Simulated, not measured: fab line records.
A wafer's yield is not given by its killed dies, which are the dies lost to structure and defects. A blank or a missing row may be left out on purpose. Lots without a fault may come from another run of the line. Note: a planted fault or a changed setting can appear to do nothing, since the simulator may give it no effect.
Problem report in the 8D (eight disciplines) form, filled by code ; flow gf180mcu ; the parts of the form that need people (team, actions taken, sign-off) are left out

== 1. PROBLEM STATEMENT ==
GF_V1_CD_MEAS_14, cd-nm: mean 266.7 nm on 2 wafers (1 lot); fault-free wafers 260.4 nm, standard deviation 1.3. Measured from the usual mean, that is +4.8 standard deviations.
The step: target cd 260 nm.
First seen on wafer L440.1, day 22 14:39, on cd-sem-02. Wafers with a number at this step in the record: 38, from 13 lots. By rule, "out" or "out of limits" means more than 4 standard deviations away from the usual mean. The rest of the wafers with a number are treated as sound.

== 2. WHAT IT IS AND WHAT IT IS NOT ==
question;is;is not
which readings at this step;cd-nm;-
which lots;L440;L429, L430, L432, L434, L435, L436, L437, L438, L439, L449, L450, L452
which wafers of those lots;all that have a number;-
read on which gauges;cd-sem-02;cd-sem-01
when;from day 22 14:39;"up to then (27 sound wafers); but 9 sound wafers of L449, L450, L452 came after"

== 3. WHAT RULES OUT EACH SUSPECT ==
Counting: a tool stays on the suspect list if, at a process step up to the reading, it processed all lots that are out and no sound lot following the first of them.
- the gauge at GF_V1_CD_MEAS_14: kept. All the wafers that are out were read on cd-sem-02, and no step on other tools shows them out.
- rie-diel-02 at GF_STI_ETCH_13 (etches the open film in CHF3/O2, stops on Si, target depth 282.31 nm, time 112.9 s): ruled out as a lasting fault. Sound lots L450, L452 ran on it after its first lot that is out, L440 (day 4 09:53).
- krf-scanner-02 at GF_V1_EXPOSE_11 (exposes mask Via1, target cd 260 nm): ruled out as a lasting fault. Sound lots L450, L452 ran on it after its first lot that is out, L440 (day 22 02:55).
Remaining after the count: cd-sem-02 at GF_V1_CD_MEAS_14.

== 4. THE CAUSE (what the simulator had put in) ==
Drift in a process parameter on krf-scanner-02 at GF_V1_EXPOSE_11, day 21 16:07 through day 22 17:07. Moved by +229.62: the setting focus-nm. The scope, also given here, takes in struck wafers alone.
The count ruled it out by mistake, since the rule takes a fault to strike every lot its tool runs from the start of the fault on, and this one did not do so.

== 5. THE CHAIN OF EFFECTS, in route order ==
One row per reading whose mean, taken over the struck wafers that have a number, lies over 3 standard deviations from the usual. Readings are gone through only where the record gives a usual standard deviation; hours: the median, over the lots, of the time from a lot's start at the first step in this table giving one to that lot's start at this step; sigmas: the change measured in usual standard deviations.
hours;step;reading;usual;on struck wafers;change;sigmas
0;GF_V1_CD_MEAS_14;cd-nm;260.4 nm;266.7;+6.3;+4.8

== 6. HOW IT WOULD HAVE BEEN CAUGHT EARLIER ==
The first out-of-limits reading at a measuring or inspecting step in this record came at day 22 14:39, 23 hours after the fault's start at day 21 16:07.
